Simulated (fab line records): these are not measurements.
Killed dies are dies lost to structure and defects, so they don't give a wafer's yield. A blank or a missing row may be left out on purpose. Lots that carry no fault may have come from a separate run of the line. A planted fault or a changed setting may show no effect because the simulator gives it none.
Problem report, 8D (eight disciplines) form, completed by code | flow sky130 | the parts of the form that need people (team, actions taken, sign-off) are left out

== 1. WHAT WENT WRONG ==
Wafers without a fault read 495.1 W, standard deviation 2.3; rf fwd power W at SKY_VIA1_ETCH_14 reads a mean of 575.0 W on 6 wafers belonging to 2 lots. Measured from the usual mean, that is +35 standard deviations.
The step: etches BARC in N2/H2, stops on SiO2, time 45.9 s, target depth 60 nm.
First seen on wafer L370.3, day 37 00:19, on rie diel-01. The record has a number at this step for 33 wafers belonging to 11 lots. The rule behind "out" and "out of limits": a value lying over 4 standard deviations away from the usual mean. The other wafers with a number count as sound.

== 2. WHAT IT IS; WHAT IT IS NOT ==
question                    | is                     | is not
which readings at this step | rf fwd power W         | drypump motor current A, oes product au
which lots                  | L370, L377             | L363, L365, L366, L367, L369, L371, L373, L381, L385
which wafers of those lots  | all that have a number | -
read on which tools         | rie diel-01            | rie diel-03, rie diel-04
when                        | from day 37 00:19      | up to then (15 sound wafers); but 12 sound wafers of L371, L373, L381, L385 came after

== 3. WHAT RULES OUT EACH SUSPECT ==
Counting: any tool at a process step up to the reading is kept as a suspect provided that every lot that is out went through it and no sound lot did after the first of them.
- rie diel-01 at SKY_VIA1_ETCH_14 (etches BARC in N2/H2, stops on SiO2, time 45.9 s, target depth 60 nm): kept. It processed each lot that is out, first L370 at day 37 00:19, and no sound lot thereafter; up to then, the last sound lot it processed was L369 at day 36 15:43. Out on those wafers are its own readings of rf fwd power W.
Left after counting: rie diel-01 at SKY_VIA1_ETCH_14.

== 4. THE CAUSE (what the simulator had put in) ==
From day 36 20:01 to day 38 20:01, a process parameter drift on rie diel-01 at SKY_VIA1_ETCH_14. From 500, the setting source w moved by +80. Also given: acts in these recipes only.
Counting left only this tool.

== 5. THE EFFECT CHAIN, in route order ==
Each row: a reading whose mean over the struck wafers that have a number lies more than 3 standard deviations from the usual. Only readings whose record carries a usual standard deviation are examined. hours: median over the lots of the time between each lot's start at the first step of this table that gives one and its start at this step. sigmas: the change, counted in usual standard deviations.
hours | step              | reading                  | usual   | on struck wafers | change | sigmas
0     | SKY_VIA1_ETCH_14  | rf fwd power W           | 495.1 W | 575.0            | +79.9  | +35
0     | SKY_VIA1_STRIP_16 | strip time to endpoint s | 4.460 s | 4.371            | -0.089 | -3.7
Here are the process steps it includes:
- SKY_VIA1_ETCH_14: etches BARC in N2/H2, stops on SiO2, time 45.9 s, target depth 60 nm.
- SKY_VIA1_STRIP_16: strips in O2/N2.
Later measuring or inspecting steps at which every struck wafer that the step has a row for has a number for every such reading, and none has moved that far: SKY_VIA1_RS_MEAS_22.

== 6. WHAT WOULD HAVE CAUGHT IT SOONER ==
In this record no reading fell out of limits until day 37 00:19, 4 hours after the fault had begun at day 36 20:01.
